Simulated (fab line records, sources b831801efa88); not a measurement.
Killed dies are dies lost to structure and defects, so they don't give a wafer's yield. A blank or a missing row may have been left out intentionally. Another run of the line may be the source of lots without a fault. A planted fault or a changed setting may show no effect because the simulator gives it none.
Shared-tool check :: flow gf180mcu :: 13 lots, 39 wafers sampled

## WHAT PROMPTED THE OPENING
GF_DUAL_GATE_THK_MEAS_03, reading DUAL_GATE_OXIDATION_00_THK: flagged on 2 of 13 lots. Wafers without a fault read 10.91 nm, standard deviation 0.23.
Rule: flag the lot when none of its wafers has a number, or when each of its wafers that has one lies beyond 4 standard deviations from that mean. As for the other lots, they are considered sound.

lot: L953
measured: day 7 16:50
on: film metro-01
DUAL_GATE_OXIDATION_00_THK (nm), wafer by wafer: 11.18 11.16 11.06
flag: 

lot: L956
measured: day 8 12:22
on: film metro-03
DUAL_GATE_OXIDATION_00_THK (nm), wafer by wafer: 10.90 11.13 10.95
flag: 

lot: L957
measured: day 8 20:32
on: film metro-03
DUAL_GATE_OXIDATION_00_THK (nm), wafer by wafer: 11.26 11.40 11.21
flag: 

lot: L958
measured: day 8 22:37
on: film metro-01
DUAL_GATE_OXIDATION_00_THK (nm), wafer by wafer: 10.88 10.97 11.08
flag: 

lot: L959
measured: day 9 18:46
on: film metro-02
DUAL_GATE_OXIDATION_00_THK (nm), wafer by wafer: 11.28 11.19 11.18
flag: 

lot: L960
measured: day 9 18:46
on: film metro-03
DUAL_GATE_OXIDATION_00_THK (nm), wafer by wafer: 11.20 11.12 11.08
flag: 

lot: L961
measured: day 9 23:41
on: film metro-01
DUAL_GATE_OXIDATION_00_THK (nm), wafer by wafer: 10.69 10.76 10.68
flag: 

lot: L962
measured: day 10 03:10
on: film metro-03
DUAL_GATE_OXIDATION_00_THK (nm), wafer by wafer: 12.72 12.51 12.69
flag: FLAGGED

lot: L963
measured: day 10 18:12
on: film metro-02
DUAL_GATE_OXIDATION_00_THK (nm), wafer by wafer: 12.37 12.37 12.39
flag: FLAGGED

lot: L971
measured: day 12 21:53
on: film metro-03
DUAL_GATE_OXIDATION_00_THK (nm), wafer by wafer: 10.79 10.65 10.75
flag: 

lot: L973
measured: day 13 07:07
on: film metro-02
DUAL_GATE_OXIDATION_00_THK (nm), wafer by wafer: 10.68 10.63 10.45
flag: 

lot: L974
measured: day 13 11:59
on: film metro-03
DUAL_GATE_OXIDATION_00_THK (nm), wafer by wafer: 10.78 10.81 10.83
flag: 

lot: L976
measured: day 14 01:52
on: film metro-01
DUAL_GATE_OXIDATION_00_THK (nm), wafer by wafer: 10.96 10.89 10.88
flag: 
On average the flagged lots' numbers are 12.51 nm, which is +1.60 nm against the usual, or +7 standard deviations.

## EACH LOT AND THE TOOL IT RAN ON
The record holds 2 process steps before the reading, out of a route of 602 steps. Every cell lists first the tool, next ch and the chambers used by the sampled wafers, and last the start.
lot: L953
flag: 
GF_VT_IMPLANT_STRIP_20: plasma asher-04 ch 0,1, day 6 06:53
GF_DUAL_GATE_OXIDATION_02: furnace-01 ch 0, day 7 15:23

lot: L956
flag: 
GF_VT_IMPLANT_STRIP_20: plasma asher-03 ch 0,1, day 7 00:26
GF_DUAL_GATE_OXIDATION_02: furnace-01 ch 0, day 8 10:54

lot: L957
flag: 
GF_VT_IMPLANT_STRIP_20: plasma asher-04 ch 0,1, day 7 08:01
GF_DUAL_GATE_OXIDATION_02: furnace-02 ch 0, day 8 19:05

lot: L958
flag: 
GF_VT_IMPLANT_STRIP_20: plasma asher-03 ch 0,1, day 7 10:53
GF_DUAL_GATE_OXIDATION_02: furnace-01 ch 0, day 8 21:11

lot: L959
flag: 
GF_VT_IMPLANT_STRIP_20: plasma asher-03 ch 0,1, day 8 04:13
GF_DUAL_GATE_OXIDATION_02: furnace-02 ch 0, day 9 17:19

lot: L960
flag: 
GF_VT_IMPLANT_STRIP_20: plasma asher-01 ch 0,1, day 8 04:23
GF_DUAL_GATE_OXIDATION_02: furnace-02 ch 0, day 9 17:19

lot: L961
flag: 
GF_VT_IMPLANT_STRIP_20: plasma asher-01 ch 1, day 8 09:20
GF_DUAL_GATE_OXIDATION_02: furnace-01 ch 0, day 9 22:14

lot: L962
flag: FLAGGED
GF_VT_IMPLANT_STRIP_20: plasma asher-04 ch 0,1, day 8 14:28
GF_DUAL_GATE_OXIDATION_02: furnace-02 ch 0, day 10 01:43

lot: L963
flag: FLAGGED
GF_VT_IMPLANT_STRIP_20: plasma asher-03 ch 0,1, day 9 04:07
GF_DUAL_GATE_OXIDATION_02: furnace-02 ch 0, day 10 16:44

lot: L971
flag: 
GF_VT_IMPLANT_STRIP_20: plasma asher-03 ch 0,1, day 11 02:32
GF_DUAL_GATE_OXIDATION_02: furnace-01 ch 0, day 12 20:27

lot: L973
flag: 
GF_VT_IMPLANT_STRIP_20: plasma asher-03 ch 0,1, day 11 13:28
GF_DUAL_GATE_OXIDATION_02: furnace-02 ch 0, day 13 05:40

lot: L974
flag: 
GF_VT_IMPLANT_STRIP_20: plasma asher-03 ch 0,1, day 11 19:07
GF_DUAL_GATE_OXIDATION_02: furnace-02 ch 0, day 13 10:32

lot: L976
flag: 
GF_VT_IMPLANT_STRIP_20: plasma asher-03 ch 0,1, day 12 07:28
GF_DUAL_GATE_OXIDATION_02: furnace-01 ch 0, day 14 00:25
What these steps do:
- GF_VT_IMPLANT_STRIP_20: strips in O2/N2.
- GF_DUAL_GATE_OXIDATION_02: stabilise 600 s, purge 300 s, target thk 10.887 nm.
- GF_DUAL_GATE_THK_MEAS_03

## FLAGGED AGAINST TOTAL, ONE TOOL AT A TIME (gauges that did the reading follow at the end)
step: GF_VT_IMPLANT_STRIP_20
tool: plasma asher-01
lots run: 2
flagged: 0
share of the flagged lots: none
sound lots run after its first flagged lot: -

step: GF_VT_IMPLANT_STRIP_20
tool: plasma asher-03
lots run: 8
flagged: 1
share of the flagged lots: some
sound lots run after its first flagged lot: 4 (L971,L973,L974,L976)

step: GF_VT_IMPLANT_STRIP_20
tool: plasma asher-04
lots run: 3
flagged: 1
share of the flagged lots: some
sound lots run after its first flagged lot: 0

step: GF_DUAL_GATE_OXIDATION_02
tool: furnace-01
lots run: 6
flagged: 0
share of the flagged lots: none
sound lots run after its first flagged lot: -

step: GF_DUAL_GATE_OXIDATION_02
tool: furnace-02
lots run: 7
flagged: 2
share of the flagged lots: all
sound lots run after its first flagged lot: 2 (L973,L974)

step: GF_DUAL_GATE_THK_MEAS_03
tool: film metro-01
lots run: 4
flagged: 0
share of the flagged lots: none
sound lots run after its first flagged lot: -

step: GF_DUAL_GATE_THK_MEAS_03
tool: film metro-02
lots run: 3
flagged: 1
share of the flagged lots: some
sound lots run after its first flagged lot: 1 (L973)

step: GF_DUAL_GATE_THK_MEAS_03
tool: film metro-03
lots run: 6
flagged: 1
share of the flagged lots: some
sound lots run after its first flagged lot: 2 (L971,L974)

## WHAT IS ALLOWED BY THE TABLE
1 row of the table ran every flagged lot: furnace-02 at GF_DUAL_GATE_OXIDATION_02.
- furnace-02 at GF_DUAL_GATE_OXIDATION_02 ran 7 lots, 2 of them flagged. Lots that were sound ran on it after the first flagged one (L973, L974); a persistent fault on the entire tool would not allow that.
There is no row in the table that ran each flagged lot and no sound lot after the first.

## WHAT WAS PUT IN BY THE SIMULATOR
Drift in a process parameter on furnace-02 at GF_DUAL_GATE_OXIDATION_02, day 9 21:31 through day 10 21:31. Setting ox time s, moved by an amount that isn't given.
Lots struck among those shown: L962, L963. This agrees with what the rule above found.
